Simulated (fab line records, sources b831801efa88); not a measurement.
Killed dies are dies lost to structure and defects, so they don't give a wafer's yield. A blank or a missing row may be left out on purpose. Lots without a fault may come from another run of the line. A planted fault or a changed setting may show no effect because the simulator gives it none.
One fault seen from 2 desks | flow gf180mcu | each desk has only its own numbers; what lay behind them comes last

THE METROLOGY DESK
What the gauges read, lot by lot, whatever tool the lot ran on: means of the sampled wafers that have a number. A lot is out of limits, marked OUT, if its mean lies more than 4 standard deviations from the usual mean; the brackets give that distance.
Columns: A = M2_OVL at GF_M2_OVL_MEAS_15, usual -3 nm; B = V2_CVD_00_THK at GF_V2_THK_MEAS_01, usual 595 nm
lot  | first seen here | A   | B
L270 | day 19 10:12    | -6  | 597
L271 | day 19 16:00    | -1  | 600
L272 | day 20 04:36    | -0  | 593
L273 | day 20 09:16    | -12 | 596
L274 | day 20 23:24    | -7  | 600
L276 | day 21 15:03    | -2  | 603
L277 | day 21 20:46    | -0  | 599
L278 | day 22 04:26    | 4   | 594
L279 | day 22 23:22    | -2  | 604
L280 | day 23 10:30    | -6  | 591
L286 | day 25 13:05    | -1  | 600
L291 | day 26 16:44    | 2   | 597
L292 | day 26 22:34    | 3   | 599
L293 | day 27 10:50    | 2   | 586
This desk's finding: nothing out of limits on any of the 14 lots.

THE TOOL OWNER'S DESK: cmp-02
The tool's own readings at GF_V2_CMP_26 (polishes, stops on SiO2, t overpolish 15 s, target thk 0 nm): means of the sampled wafers that have a number, for each lot that ran on this tool. A lot is out of limits, marked OUT, if its mean lies more than 4 standard deviations from the usual mean; the brackets give that distance.
Columns: A = motor_current_A at GF_V2_CMP_26, usual 11.2 A; B = overpolish_run_s at GF_V2_CMP_26, usual 14.999 s; C = retaining_ring_pressure_frac at GF_V2_CMP_26, usual 1.000; D = time_to_endpoint_s at GF_V2_CMP_26, usual 85 s
lot  | first seen here | A    | B      | C     | D
L270 | day 20 13:35    | 12.9 | 15.009 | 1.000 | 85
L273 | day 21 11:50    | 12.9 | 15.005 | 0.998 | 89
L274 | day 22 01:37    | 11.0 | 15.011 | 1.002 | 88
L277 | day 22 22:51    | 9.6  | 14.999 | 1.002 | 83
L280 | day 24 12:40    | 12.1 | 14.994 | 1.004 | 80
L286 | day 26 13:25    | 9.2  | 15.000 | 1.002 | 58 (-6.0) OUT
L291 | day 27 15:49    | 9.4  | 15.003 | 1.001 | 65 (-4.4) OUT
This desk's finding: out of limits on L286, L291; first on L286, day 26 13:25 (time_to_endpoint_s at GF_V2_CMP_26). In limits: L270, L273, L274, L277, L280.

PUT TOGETHER
The tool owner's desk could have raised an alarm at day 26 13:25, on L286, L291.
The metrology desk saw nothing out of limits.
The metrology desk has L286, L291 on record, within its limits.
Of the lots named, all ran GF_V2_CMP_26 on cmp-02.

WHAT THE SIMULATOR HAD PUT IN
Process parameter drift: cmp-02, from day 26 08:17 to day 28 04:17, at GF_V2_CMP_26. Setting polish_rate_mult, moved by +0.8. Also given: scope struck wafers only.
Lots struck among those shown: L286, L291.
Hours from the fault's start to each desk's first reading out of limits: the tool owner's desk, 5.
